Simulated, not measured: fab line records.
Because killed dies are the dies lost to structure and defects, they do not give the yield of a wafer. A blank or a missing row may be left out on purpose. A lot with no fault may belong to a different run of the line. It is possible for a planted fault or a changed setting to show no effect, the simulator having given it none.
Matching of chambers :: flow sky130 :: SKY_LI_CONTACT_CMP_02 on cmp-01: 4 sister chambers
The step polishes PSG. 16 wafers are shown with their chamber, then 8 later ones without.

== WAFERS PAIRED WITH THEIR CHAMBERS ==
wafer: L797.4
chamber: 0
motor_current_A (A): 12.4
retaining_ring_pressure_frac: 0.998
time_to_endpoint_s (s): 33.1

wafer: L797.5
chamber: 0
motor_current_A (A): 11.3
retaining_ring_pressure_frac: 0.996
time_to_endpoint_s (s): 31.7

wafer: L797.6
chamber: 3
motor_current_A (A): 11.5
retaining_ring_pressure_frac: 0.999
time_to_endpoint_s (s): 28.4

wafer: L800.2
chamber: 2
motor_current_A (A): 11.2
retaining_ring_pressure_frac: 1.002
time_to_endpoint_s (s): 33.1

wafer: L800.3
chamber: 0
motor_current_A (A): 11.3
retaining_ring_pressure_frac: 1.000
time_to_endpoint_s (s): 33.8

wafer: L800.4
chamber: 1
motor_current_A (A): 12.2
retaining_ring_pressure_frac: 1.010
time_to_endpoint_s (s): 31.9

wafer: L801.3
chamber: 3
motor_current_A (A): 11.6
retaining_ring_pressure_frac: 1.004
time_to_endpoint_s (s): 31.8

wafer: L801.4
chamber: 0
motor_current_A (A): 11.5
retaining_ring_pressure_frac: 1.000
time_to_endpoint_s (s): 32.2

wafer: L801.6
chamber: 2
motor_current_A (A): 11.1
retaining_ring_pressure_frac: 0.991
time_to_endpoint_s (s): 33.3

wafer: L803.3
chamber: 2
motor_current_A (A): 10.9
retaining_ring_pressure_frac: 1.010
time_to_endpoint_s (s): 35.7

wafer: L803.4
chamber: 3
motor_current_A (A): 11.6
retaining_ring_pressure_frac: 1.004
time_to_endpoint_s (s): 35.6

wafer: L803.6
chamber: 0
motor_current_A (A): 11.1
retaining_ring_pressure_frac: 1.001
time_to_endpoint_s (s): 38.7

wafer: L807.1
chamber: 1
motor_current_A (A): 12.1
retaining_ring_pressure_frac: 1.001
time_to_endpoint_s (s): 33.5

wafer: L807.4
chamber: 0
motor_current_A (A): 11.5
retaining_ring_pressure_frac: 1.001
time_to_endpoint_s (s): 32.9

wafer: L807.6
chamber: 0
motor_current_A (A): 11.5
retaining_ring_pressure_frac: 1.001
time_to_endpoint_s (s): 35.2

wafer: L809.3
chamber: 3
motor_current_A (A): 11.2
retaining_ring_pressure_frac: 0.991
time_to_endpoint_s (s): 33.4

SIGNATURES (averages over the wafers above)
reading: motor_current_A
chamber 0: 11.514
chamber 1: 12.150
chamber 2: 11.067
chamber 3: 11.475
scatter within a chamber: 0.317

reading: retaining_ring_pressure_frac
chamber 0: 0.99957
chamber 1: 1.00550
chamber 2: 1.00100
chamber 3: 0.99950
scatter within a chamber: 0.00546

reading: time_to_endpoint_s
chamber 0: 33.943
chamber 1: 32.700
chamber 2: 34.033
chamber 3: 32.300
scatter within a chamber: 2.37
Rule: for each reading, subtract the chamber's mean from the wafer's reading, divide by that reading's scatter and square the result; add these up over the readings and take the root, which gives the wafer's distance from the chamber. If the next closest chamber is less than 2 further off than the closest, the wafer can't be placed; otherwise it belongs to the closest. The scatter: the root of (the sum of the squares of (reading less its chamber's mean) over the shown wafers, divided by (wafers less chambers)).

== WAFERS WHOSE CHAMBER IS MISSING ==
wafer: L809.4
motor_current_A (A): 11.0
retaining_ring_pressure_frac: 1.005
time_to_endpoint_s (s): 33.8

wafer: L809.6
motor_current_A (A): 12.8
retaining_ring_pressure_frac: 0.993
time_to_endpoint_s (s): 33.5

wafer: L810.2
motor_current_A (A): 11.7
retaining_ring_pressure_frac: 0.988
time_to_endpoint_s (s): 35.7

wafer: L810.4
motor_current_A (A): 11.3
retaining_ring_pressure_frac: 1.005
time_to_endpoint_s (s): 36.2

wafer: L810.6
motor_current_A (A): 11.7
retaining_ring_pressure_frac: 0.998
time_to_endpoint_s (s): 34.8

wafer: L811.2
motor_current_A (A): 11.6
retaining_ring_pressure_frac: 0.988
time_to_endpoint_s (s): 31.2

wafer: L811.3
motor_current_A (A): 11.7
retaining_ring_pressure_frac: 1.006
time_to_endpoint_s (s): 27.9

wafer: L811.5
motor_current_A (A): 11.6
retaining_ring_pressure_frac: 0.985
time_to_endpoint_s (s): 32.1

== EACH ONE'S CHAMBER ==
wafer: L809.4
from the rows above: can't be placed: 2 or 0 or 3
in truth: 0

wafer: L809.6
from the rows above: can't be placed: 1 or 0 or 3
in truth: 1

wafer: L810.2
from the rows above: can't be placed: 0 or 3 or 2 or 1
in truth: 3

wafer: L810.4
from the rows above: can't be placed: 2 or 0 or 3 or 1
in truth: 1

wafer: L810.6
from the rows above: can't be placed: 0 or 3 or 2 or 1
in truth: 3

wafer: L811.2
from the rows above: can't be placed: 3 or 0 or 2 or 1
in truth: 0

wafer: L811.3
from the rows above: can't be placed: 3 or 1 or 0 or 2
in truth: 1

wafer: L811.5
from the rows above: can't be placed: 3 or 0 or 2 or 1
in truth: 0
0 of 8 placed correctly. Unplaceable from these rows: 8, with the true chamber sitting among the candidates in 8. Number placed wrongly: 0.
